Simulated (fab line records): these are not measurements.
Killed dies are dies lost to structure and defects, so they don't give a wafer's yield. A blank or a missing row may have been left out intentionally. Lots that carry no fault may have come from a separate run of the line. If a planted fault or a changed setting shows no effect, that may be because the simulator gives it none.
fab line records | flow sky130
record lots=6 | wafers=18 | last_day=49
route steps=708 shown VT_ADJUST_LVTN@104 VT_ADJUST_NCORE@119 PAD_OPEN@708
lots untouched by any fault: they come from a run of this same line in which no faults occurred
start_h: the number of hours between the record's first day and the start of the first shown wafer of the lot | wait_h: time in hours since the lot's previous step | " same as the row above | L1.1+2: one row covering several wafers at once | - no value present, or no start provided | * or withheld: withheld | < > ~ a bound
route shown NAME@n: NAME is a module with steps in the file, n the number in the route of the first one | usual: mean/standard deviation of fault-free wafers | same: alike in all rows | chamber/n: place in a boat | sites: readings site by site | _std_site: the values' standard deviation | _edge_site: outer sites' mean less inner sites' | radius_mm: how far each site lies from the wafer's centre | mask NAME#n: copy n | behind: the tool/chamber that last shaped the wafer | hold: what put the lot on hold/how long, in hours/how the hold closed | device: the n, p or np transistor that did not switch | end of line: at the end of the route, the tests of the same wafers | a step with no rows: only its recipe | killed: dies lost to structure and defects at the first sort, not the wafer's yield | map: the dies of a wafer, with x for killed, . for not killed, _ for no die there
set.NAME: the setting as run; set.NAME@STEP: as run at that earlier step | model.NAME: the simulator's own value behind a step, which no gauge read
lots at selected steps of the route; one table per step, one row per wafer
services: from which hour (start_h, from the record's first day; less than 0 if before it) a tool's chamber was out of use, for how many hours, and why
## steps
# step SKY_VT_ADJUST_LVTN_OVL_MEAS_07
# usual VT_ADJUST_LVTN_OVL=0.4/1.3
lot.wafer | tool       | chamber | start_h | wait_h | VT_ADJUST_LVTN_OVL[nm]
L611.2    | overlay-02 | -       | 153.49  | -      | -0.6
L611.4    | "          | -       | "       | "      | 0.4
L611.5    | "          | -       | "       | "      | 0.5
L612.3    | overlay-02 | -       | 161.88  | -      | 1.5
L612.4    | "          | -       | "       | "      | 0.5
L612.5    | "          | -       | "       | "      | 0.0
L613.1    | overlay-02 | -       | 169.04  | -      | 0.5
L613.2    | "          | -       | "       | "      | -1.4
L613.6    | "          | -       | "       | "      | -0.8
L621.3    | overlay-01 | -       | 220.69  | -      | 0.4
L621.5    | "          | -       | "       | "      | 1.9
L621.6    | "          | -       | "       | "      | 2.4
L625.3    | overlay-02 | -       | 247.79  | -      | 0.9
L625.4    | "          | -       | "       | "      | 1.4
L625.6    | "          | -       | "       | "      | 1.8
L626.2    | overlay-02 | -       | 255.69  | -      | 0.8
L626.4    | "          | -       | "       | "      | -0.7
L626.6    | "          | -       | "       | "      | 0.6
# step SKY_VT_ADJUST_LVTN_IMPLANT_08
# recipe species=B | energy_kev=30 | dose_cm2=1.57e+12 | tilt_deg=withheld
# step SKY_VT_ADJUST_LVTN_STRIP_09
# recipe chemistry=O2/N2 | power_w=1400 | pressure_mtorr=1500 | platen_temp_c=withheld | o2_flow_sccm=3000 | n2_flow_sccm=300 | overash_fraction=0.5
# usual drypump_motor_current_A=5.3/0.44 | oes_product_au=0.723/0.0049 | strip_time_to_endpoint_s=36.88/0.099
lot.wafer | tool            | chamber | start_h | wait_h | drypump_motor_current_A | oes_product_au | rf_hours_counter_h | strip_time_to_endpoint_s
L611.2    | plasma_asher-04 | 1       | 153.67  | 0.1    | 4.7                     | 0.723          | 4                  | 36.84
L611.4    | "               | 1       | "       | "      | 4.7                     | 0.728          | -                  | 36.76
L611.5    | "               | 1       | "       | "      | 4.7                     | 0.721          | -                  | 36.76
L612.3    | plasma_asher-04 | 0       | 162.09  | 0.1    | 5.9                     | 0.716          | -                  | 36.68
L612.4    | "               | 1       | "       | "      | 4.7                     | 0.724          | -                  | 36.70
L612.5    | "               | 1       | "       | "      | 4.7                     | 0.721          | -                  | 36.69
L613.1    | plasma_asher-03 | 0       | 169.22  | 0.1    | 5.5                     | 0.725          | 36                 | 36.88
L613.2    | "               | 1       | "       | "      | 5.4                     | 0.725          | 36                 | 36.87
L613.6    | "               | 1       | "       | "      | 5.3                     | 0.726          | -                  | 36.92
L621.3    | plasma_asher-03 | 0       | 220.89  | 0.1    | 5.5                     | 0.725          | -                  | 36.72
L621.5    | "               | 1       | "       | "      | 5.3                     | 0.721          | -                  | 36.85
L621.6    | "               | 0       | "       | "      | 5.6                     | 0.721          | -                  | 36.83
L625.3    | plasma_asher-01 | 1       | 247.99  | 0.1    | 5.1                     | 0.726          | -                  | 36.88
L625.4    | "               | 0       | "       | "      | 4.8                     | 0.731          | -                  | 36.96
L625.6    | "               | 1       | "       | "      | 5.2                     | 0.723          | -                  | 36.98
L626.2    | plasma_asher-04 | 1       | 255.87  | 0.1    | 4.7                     | 0.726          | 14                 | 36.75
L626.4    | "               | 0       | "       | "      | 5.9                     | 0.721          | -                  | 36.79
L626.6    | "               | 1       | "       | "      | 4.7                     | 0.721          | -                  | 36.84
# step SKY_VT_ADJUST_LVTN_TW_MEAS_10
# usual VT_ADJUST_LVTN_TW=240.6/1.2
lot.wafer | tool          | chamber | start_h | wait_h | VT_ADJUST_LVTN_TW
L611.2    | film_metro-04 | -       | 153.78  | 0.1    | 241.6
L611.4    | "             | -       | "       | "      | 240.4
L611.5    | "             | -       | "       | "      | 240.5
L612.3    | film_metro-02 | -       | 162.18  | 0.1    | 242.4
L612.4    | "             | -       | "       | "      | 240.5
L612.5    | "             | -       | "       | "      | 243.5
L613.1    | film_metro-02 | -       | 169.32  | 0.1    | 241.3
L613.2    | "             | -       | "       | "      | 241.9
L613.6    | "             | -       | "       | "      | 242.5
L621.3    | film_metro-02 | -       | 220.98  | 0.1    | 240.6
L621.5    | "             | -       | "       | "      | 241.2
L621.6    | "             | -       | "       | "      | 240.2
L625.3    | film_metro-02 | -       | 248.08  | 0.1    | 240.8
L625.4    | "             | -       | "       | "      | 238.7
L625.6    | "             | -       | "       | "      | 240.3
L626.2    | film_metro-02 | -       | 255.98  | 0.1    | 239.4
L626.4    | "             | -       | "       | "      | 241.1
L626.6    | "             | -       | "       | "      | 240.4
# step SKY_VT_ADJUST_LVTN_DEHYDRATE_11
# recipe temp_c=200 | time_s=60
# step SKY_VT_ADJUST_LVTN_HMDS_12
# recipe prime_time_s=60 | prime_temp_c=120
# step SKY_VT_ADJUST_LVTN_COAT_13
# recipe resist=NOVOLAK | spin_rpm=3000 | resist_thk_nm=1140
# step SKY_VT_ADJUST_LVTN_SOFTBAKE_14
# recipe temp_c=90 | time_s=60 | resist=NOVOLAK
# step SKY_VT_ADJUST_LVTN_EXPOSE_15
# recipe mask_id=HVN_STD_DERIVED | na=0.6 | source_shape=conventional | sigma_outer=0.6 | polarization=unpolarized | target_cd_nm=600 | dose_mj=163
# step SKY_VT_ADJUST_LVTN_PEB_16
# recipe temp_c=withheld | time_s=* | resist=NOVOLAK
# step SKY_VT_ADJUST_LVTN_DEVELOP_17
# recipe resist=NOVOLAK | developer=TMAH | develop_time_s=60 | dev_temp_c=23
# step SKY_VT_ADJUST_LVTN_OVL_MEAS_18
# usual VT_ADJUST_LVTN_01_OVL=-0.1/1.4
lot.wafer | tool       | chamber | start_h | wait_h | VT_ADJUST_LVTN_01_OVL[nm]
L611.2    | overlay-01 | -       | 174.98  | 0.1    | -1.2
L611.4    | "          | -       | "       | "      | -1.6
L611.5    | "          | -       | "       | "      | -1.7
L612.3    | overlay-01 | -       | 182.88  | 0.1    | -0.6
L612.4    | "          | -       | "       | "      | 1.2
L612.5    | "          | -       | "       | "      | 0.3
L613.1    | overlay-02 | -       | 188.94  | 0.1    | -1.9
L613.2    | "          | -       | "       | "      | 0.4
L613.6    | "          | -       | "       | "      | 0.4
L621.3    | overlay-01 | -       | 243.93  | 0.1    | -0.9
L621.5    | "          | -       | "       | "      | 0.0
L621.6    | "          | -       | "       | "      | 1.0
L625.3    | overlay-01 | -       | 271.65  | 0.1    | 1.4
L625.4    | "          | -       | "       | "      | 2.5
L625.6    | "          | -       | "       | "      | 2.9
L626.2    | overlay-01 | -       | 279.23  | 0.1    | -1.7
L626.4    | "          | -       | "       | "      | -1.1
L626.6    | "          | -       | "       | "      | -1.4
# step SKY_VT_ADJUST_LVTN_IMPLANT_19
# recipe species=B | energy_kev=30 | dose_cm2=6.5e+11 | tilt_deg=withheld
lot.wafer  | tool         | chamber | start_h | wait_h
L611.2+4+5 | implanter-02 | 0       | 175.04  | 0.0
L612.3+4+5 | implanter-01 | 0       | 182.96  | 0.1
L613.1+2+6 | implanter-02 | 0       | 188.97  | 0.0
L621.3+5+6 | implanter-02 | 0       | 244.01  | 0.1
L625.3+4+6 | implanter-04 | 0       | 271.72  | 0.1
L625.3+4+6 | implanter-04 | 0       | 272.04  | 0.3
L626.2+4+6 | implanter-01 | 0       | 279.29  | 0.0
L626.2+4+6 | implanter-01 | 0       | 279.60  | 0.3
# step SKY_VT_ADJUST_LVTN_STRIP_20
# recipe chemistry=O2/N2 | power_w=1400 | pressure_mtorr=1500 | platen_temp_c=withheld | o2_flow_sccm=3000 | n2_flow_sccm=300 | overash_fraction=0.5
# usual drypump_motor_current_A=5.3/0.44 | oes_product_au=0.716/0.0045 | strip_time_to_endpoint_s=14.18/0.038
lot.wafer | tool            | chamber | start_h | wait_h | drypump_motor_current_A | oes_product_au | rf_hours_counter_h | strip_time_to_endpoint_s
L611.2    | plasma_asher-04 | 1       | 175.16  | 0.1    | 4.7                     | 0.721          | 6                  | 14.18
L611.4    | "               | 0       | "       | "      | 5.9                     | 0.717          | -                  | 14.20
L611.5    | "               | 0       | "       | "      | 6.0                     | 0.721          | -                  | 14.19
L612.3    | plasma_asher-04 | 1       | 183.09  | 0.1    | 4.7                     | 0.713          | -                  | 14.17
L612.4    | "               | 0       | "       | "      | 5.9                     | 0.714          | -                  | 14.21
L612.5    | "               | 1       | "       | "      | 4.8                     | 0.714          | -                  | 14.17
L613.1    | plasma_asher-04 | 0       | 189.12  | 0.1    | 5.9                     | 0.716          | 7                  | 14.17
L613.2    | "               | 1       | "       | "      | 4.7                     | 0.709          | 7                  | 14.13
L613.6    | "               | 0       | "       | "      | 5.9                     | 0.713          | -                  | 14.19
L621.3    | plasma_asher-04 | 0       | 244.14  | 0.1    | 5.9                     | 0.716          | -                  | 14.24
L621.5    | "               | 0       | "       | "      | 6.0                     | 0.713          | -                  | 14.23
L621.6    | "               | 1       | "       | "      | 4.7                     | 0.715          | -                  | 14.29
L625.3    | plasma_asher-03 | 1       | 272.17  | 0.1    | 5.4                     | 0.715          | -                  | 14.22
L625.4    | "               | 0       | "       | "      | 5.5                     | 0.717          | -                  | 14.23
L625.6    | "               | 0       | "       | "      | 5.5                     | 0.722          | -                  | 14.21
L626.2    | plasma_asher-04 | 1       | 279.73  | 0.1    | 4.7                     | 0.713          | 16                 | 14.26
L626.4    | "               | 1       | "       | "      | 4.7                     | 0.719          | -                  | 14.19
L626.6    | "               | 1       | "       | "      | 4.7                     | 0.714          | -                  | 14.18
# step SKY_VT_ADJUST_LVTN_TW_MEAS_21
# usual VT_ADJUST_LVTN_2_TW=187.5/0.89
lot.wafer | tool          | chamber | start_h | wait_h | VT_ADJUST_LVTN_2_TW
L611.2    | film_metro-04 | -       | 175.27  | 0.1    | 187.0
L611.4    | "             | -       | "       | "      | 188.1
L611.5    | "             | -       | "       | "      | 188.1
L612.3    | film_metro-02 | -       | 183.18  | 0.1    | 187.8
L612.4    | "             | -       | "       | "      | 189.3
L612.5    | "             | -       | "       | "      | 187.4
L613.1    | film_metro-02 | -       | 189.22  | 0.1    | 188.9
L613.2    | "             | -       | "       | "      | 188.9
L613.6    | "             | -       | "       | "      | 188.1
L621.3    | film_metro-02 | -       | 244.23  | 0.1    | 186.6
L621.5    | "             | -       | "       | "      | 186.9
L621.6    | "             | -       | "       | "      | 187.4
L625.3    | film_metro-04 | -       | 272.26  | 0.1    | 229.3
L625.4    | "             | -       | "       | "      | 228.9
L625.6    | "             | -       | "       | "      | 228.7
L626.2    | film_metro-02 | -       | 279.90  | 0.1    | 228.4
L626.4    | "             | -       | "       | "      | 229.2
L626.6    | "             | -       | "       | "      | 228.7
# step SKY_VT_ADJUST_NCORE_DEHYDRATE_00
# recipe temp_c=200 | time_s=60
# step SKY_PAD_OPEN_PROBE_99
# usual killed_at_M0_to_M3=43/7.1 | killed_at_M4_up=3.1/1.7 | killed_at_contacts=23/5.1 | killed_at_front_end=14/4.4 | killed_at_other=0.3/0.47 | killed_dies=84/9.9 | killed_open=45/6.6 | killed_short=38/6.8
# same gross_dies=492 | killed_at_back_side=0
lot.wafer | tool      | chamber | start_h | wait_h | killed_at_M0_to_M3 | killed_at_M4_up | killed_at_contacts | killed_at_front_end | killed_at_other | killed_dies | killed_open | killed_short | model.etest.res_pwell_under_gate.rs_ohm_sq | model.etest.tip_n_5v.rs_ohm_sq | model.etest.nfet_g5v0d10v5.r_on_ohm_um | model.etest.nfet_g5v0d10v5.drive_ua_um | model.etest.nfet_16v.drive_ua_um | model.etest.pfet_16v.drive_ua_um | model.etest.ring_5v.delay_ps | model.etest.nfet_g5v0d10v5.body_rise_v
L611.2    | prober-02 | -       | 1092.00 | 0.1    | 32                 | 1               | 23                 | 14                  | 0               | 70          | 43          | 27           | 2312                                       | 1394                           | 1875                                   | 615.7                                  | 225.2                            | 242.9                            | 44.46                        | 0.6671
L611.4    | prober-02 | -       | 1092.10 | 0.2    | 49                 | 5               | 26                 | 17                  | 0               | 97          | 53          | 44           | 2289                                       | 1398                           | 1887                                   | 601.7                                  | 222.4                            | 245.5                            | 44.93                        | 0.6755
L611.5    | prober-02 | -       | 1092.15 | 0.2    | 38                 | 0               | 16                 | 18                  | 0               | 72          | 44          | 28           | 2297                                       | 1392                           | 1892                                   | 616.3                                  | 226.4                            | 243.6                            | 44.6                         | 0.6668
L612.3    | prober-02 | -       | 1109.87 | 0.2    | 39                 | 6               | 26                 | 20                  | 0               | 91          | 44          | 47           | 2298                                       | 1378                           | 1862                                   | 615.6                                  | 224.9                            | 235.9                            | 44.84                        | 0.6667
L612.4    | prober-02 | -       | 1109.92 | 0.2    | 37                 | 3               | 23                 | 16                  | 0               | 79          | 47          | 32           | 2296                                       | 1378                           | 1898                                   | 612.3                                  | 226.3                            | 243.9                            | 44.65                        | 0.668
L612.5    | prober-02 | -       | 1109.97 | 0.2    | 57                 | 3               | 27                 | 8                   | 0               | 95          | 57          | 38           | 2301                                       | 1378                           | 1860                                   | 614                                    | 224.7                            | 243.6                            | 44.61                        | 0.6655
L613.1    | prober-01 | -       | 1111.13 | 0.1    | 36                 | 1               | 27                 | 21                  | 0               | 85          | 36          | 49           | 2275                                       | 1376                           | 1882                                   | 600.8                                  | 217.7                            | 237.3                            | 44.31                        | 0.6757
L613.2    | prober-01 | -       | 1111.18 | 0.1    | 42                 | 1               | 25                 | 21                  | 0               | 89          | 51          | 38           | 2284                                       | 1367                           | 1887                                   | 598.3                                  | 218.2                            | 240.3                            | 43.97                        | 0.6767
L613.6    | prober-01 | -       | 1111.38 | 0.2    | 28                 | 3               | 23                 | 17                  | 0               | 71          | 41          | 30           | 2267                                       | 1372                           | 1897                                   | 597.8                                  | 219.3                            | 237.3                            | 45.06                        | 0.6723
L621.3    | prober-01 | -       | 1149.77 | 0.2    | 38                 | 2               | 20                 | 15                  | 0               | 75          | 49          | 26           | 2273                                       | 1393                           | 1855                                   | 614.2                                  | 226.1                            | 242.9                            | 45                           | 0.6605
L621.5    | prober-01 | -       | 1149.87 | 0.2    | 56                 | 3               | 22                 | 15                  | 1               | 97          | 49          | 48           | 2250                                       | 1397                           | 1852                                   | 615                                    | 227.5                            | 247.6                            | 44.15                        | 0.6663
L621.6    | prober-01 | -       | 1149.92 | 0.2    | 33                 | 4               | 26                 | 6                   | 1               | 70          | 34          | 36           | 2257                                       | 1384                           | 1853                                   | 622                                    | 229                              | 249.1                            | 44.46                        | 0.6575
L625.3    | prober-01 | -       | 1168.01 | 0.2    | 53                 | 3               | 29                 | 8                   | 0               | 93          | 50          | 43           | 2175                                       | 1450                           | 1942                                   | 574.8                                  | 209.2                            | 263.1                            | 45.8                         | 0.7586
L625.4    | prober-01 | -       | 1168.06 | 0.2    | 44                 | 4               | 27                 | 14                  | 0               | 89          | 48          | 41           | 2183                                       | 1460                           | 1945                                   | 572.2                                  | 206.9                            | 257.6                            | 45.62                        | 0.7682
L625.6    | prober-01 | -       | 1168.16 | 0.2    | 40                 | 4               | 29                 | 15                  | 1               | 89          | 48          | 41           | 2181                                       | 1460                           | 1937                                   | 576.4                                  | 210.3                            | 262.6                            | 45.91                        | 0.758
L626.2    | prober-01 | -       | 1178.23 | 0.1    | 43                 | 1               | 24                 | 7                   | 0               | 75          | 43          | 32           | 2184                                       | 1454                           | 1898                                   | 594.9                                  | 215.2                            | 267.5                            | 45.1                         | 0.7402
L626.4    | prober-01 | -       | 1178.33 | 0.2    | 64                 | 3               | 19                 | 17                  | 0               | 103         | 53          | 50           | 2172                                       | 1465                           | 1922                                   | 598.8                                  | 215.7                            | 259.9                            | 45.47                        | 0.7379
L626.6    | prober-01 | -       | 1178.43 | 0.2    | 44                 | 2               | 29                 | 19                  | 1               | 95          | 39          | 56           | 2148                                       | 1457                           | 1928                                   | 596.5                                  | 216.3                            | 266.6                            | 45.4                         | 0.7339
# killed by level:class
L611.2 VIA1:geometric_particle:open=9 CONTACT:geometric_particle:open=8 VIA3:geometric_particle:open=6 LI_CONTACT:geometric_particle:open=5 LOCAL_INTERCONNECT:geometric_particle:short=5 VIA2:geometric_particle:short=4 POLY_GATE:geometric_particle:open=3 SPACER:geometric_particle:open=3
L611.4 CONTACT:geometric_particle:open=8 VIA2:geometric_particle:open=8 VIA3:geometric_particle:open=8 CONTACT:geometric_particle:short=7 METAL1:geometric_particle:short=7 VIA1:geometric_particle:open=7 LI_CONTACT:geometric_particle:open=6 POLY_GATE:geometric_particle:short=5
L611.5 VIA1:geometric_particle:open=16 POLY_GATE:geometric_particle:open=7 VIA3:geometric_particle:open=6 METAL2:geometric_particle:short=6 CONTACT:geometric_particle:short=5 LOCAL_INTERCONNECT:geometric_particle:short=4 CONTACT:geometric_particle:open=4 SONOS_ONO:geometric_particle:short=3
L612.3 CONTACT:geometric_particle:open=11 VIA1:geometric_particle:open=8 METAL2:geometric_particle:short=7 VIA1:geometric_particle:short=6 POLY_GATE:geometric_particle:open=6 LOCAL_INTERCONNECT:geometric_particle:short=5 VIA2:geometric_particle:open=5 METAL4:geometric_particle:short=5
L612.4 VIA1:geometric_particle:open=10 CONTACT:geometric_particle:open=8 LI_CONTACT:geometric_particle:open=7 LI_CONTACT:geometric_particle:short=6 VIA2:geometric_particle:open=6 VIA3:geometric_particle:open=5 METAL1:geometric_particle:short=4 FIELD_ISO:geometric_particle:short=3
L612.5 LI_CONTACT:geometric_particle:open=12 VIA1:geometric_particle:open=12 CONTACT:geometric_particle:open=10 VIA2:geometric_particle:open=10 METAL1:geometric_particle:short=9 METAL2:geometric_particle:short=8 VIA3:geometric_particle:open=8 VIA1:geometric_particle:short=4
L613.1 FIELD_ISO:geometric_particle:short=10 FIELD_ISO:geometric_particle:open=8 CONTACT:geometric_particle:open=8 LI_CONTACT:geometric_particle:open=7 METAL2:geometric_particle:short=7 VIA1:geometric_particle:open=6 LI_CONTACT:geometric_particle:short=5 VIA1:geometric_particle:short=4
L613.2 VIA1:geometric_particle:open=12 VIA3:geometric_particle:open=10 CONTACT:geometric_particle:open=9 METAL2:geometric_particle:short=8 LOCAL_INTERCONNECT:geometric_particle:short=7 FIELD_ISO:geometric_particle:short=6 FIELD_ISO:geometric_particle:open=4 VIA2:geometric_particle:open=4
L613.6 LI_CONTACT:geometric_particle:open=9 FIELD_ISO:geometric_particle:open=7 CONTACT:geometric_particle:open=6 VIA1:geometric_particle:open=6 FIELD_ISO:geometric_particle:short=4 VIA1:geometric_particle:short=3 METAL1:geometric_particle:short=3 POLY_GATE:geometric_particle:short=3
L621.3 VIA1:geometric_particle:open=11 LI_CONTACT:geometric_particle:open=10 FIELD_ISO:geometric_particle:open=5 CONTACT:geometric_particle:open=5 METAL1:geometric_particle:short=4 METAL3:geometric_particle:short=4 VIA3:geometric_particle:open=4 POLY_GATE:geometric_particle:short=3
L621.5 VIA1:geometric_particle:open=11 METAL2:geometric_particle:short=11 CONTACT:geometric_particle:open=10 METAL3:geometric_particle:short=6 VIA2:geometric_particle:open=6 VIA1:geometric_particle:short=5 VIA3:geometric_particle:open=5 FIELD_ISO:geometric_particle:short=4
L621.6 CONTACT:geometric_particle:open=9 VIA1:geometric_particle:open=8 METAL2:geometric_particle:short=7 LI_CONTACT:geometric_particle:open=6 CONTACT:geometric_particle:short=4 METAL1:geometric_particle:short=4 METAL4:geometric_particle:short=4 LOCAL_INTERCONNECT:geometric_particle:short=3
L625.3 CONTACT:geometric_particle:open=13 VIA1:geometric_particle:open=13 VIA1:geometric_particle:short=7 LI_CONTACT:geometric_particle:open=6 VIA2:geometric_particle:open=6 METAL3:geometric_particle:short=5 VIA3:geometric_particle:open=5 LI_CONTACT:geometric_particle:short=4
L625.4 VIA1:geometric_particle:open=12 LI_CONTACT:geometric_particle:open=7 CONTACT:geometric_particle:short=7 CONTACT:geometric_particle:open=6 METAL1:geometric_particle:short=5 VIA3:geometric_particle:open=5 METAL3:geometric_particle:short=5 POLY_GATE:geometric_particle:open=4
L625.6 CONTACT:geometric_particle:open=12 VIA1:geometric_particle:open=8 CONTACT:geometric_particle:short=7 VIA3:geometric_particle:open=6 LI_CONTACT:geometric_particle:open=5 POLY_GATE:geometric_particle:open=5 METAL2:geometric_particle:short=5 VIA1:geometric_particle:short=5
L626.2 VIA3:geometric_particle:open=9 CONTACT:geometric_particle:open=9 LI_CONTACT:geometric_particle:open=6 VIA1:geometric_particle:open=6 METAL3:geometric_particle:short=6 CONTACT:geometric_particle:short=5 METAL2:geometric_particle:short=5 VIA2:geometric_particle:open=5
L626.4 VIA1:geometric_particle:open=18 VIA2:geometric_particle:open=9 LOCAL_INTERCONNECT:geometric_particle:short=7 METAL2:geometric_particle:short=7 VIA3:geometric_particle:open=6 CONTACT:geometric_particle:open=5 VIA1:geometric_particle:short=5 METAL3:geometric_particle:short=5
L626.6 LOCAL_INTERCONNECT:geometric_particle:short=12 FIELD_ISO:geometric_particle:short=8 CONTACT:geometric_particle:open=8 METAL2:geometric_particle:short=7 VIA3:geometric_particle:short=7 VIA3:geometric_particle:open=7 VIA1:geometric_particle:open=6 LI_CONTACT:geometric_particle:open=4
## services
tool            | chamber | start_h | hours | kind
plasma_asher-01 | -       | 166.14  | 3.9   | repair
implanter-01    | -       | 207.55  | 9.7   | pm
implanter-01    | -       | 217.20  | 2.9   | pm
implanter-01    | -       | 237.98  | 3.6   | pm
plasma_asher-01 | -       | 253.97  | 2.3   | repair
implanter-01    | -       | 264.19  | 2.8   | repair
implanter-02    | -       | 278.21  | 3.9   | pm
## key
first_sign step=SKY_VT_ADJUST_LVTN_IMPLANT_19 | reading=visit | direction=added
effect step=SKY_VT_ADJUST_LVTN_TW_MEAS_21 | reading=VT_ADJUST_LVTN_2_TW | direction=up | sigmas=47 | usual=187.5 | struck=228.9
model_effect step=SKY_PAD_OPEN_PROBE_99 | value=etest.res_pwell_under_gate.rs_ohm_sq | without=2284 | struck=2174
met_at SKY_VT_ADJUST_LVTN_IMPLANT_19
struck_wafers L625.3,L625.4,L625.6,L626.2,L626.4,L626.6
tester_left_out L625,L626
fault kind=repeated_step_whole | tool=implanter-01,implanter-02,implanter-04 | chamber=- | onset_h=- | steps=SKY_VT_ADJUST_LVTN_IMPLANT_19 | times=1 | scope=struck_lots_only
# tester_left_out: of these lots the tester's yield and bins aren't shown, on N5 and GAA mostly nor the transistor test; their killed dies are dies lost to structure and defects alone, not to doping, threshold or leakage, so they don't give the yield
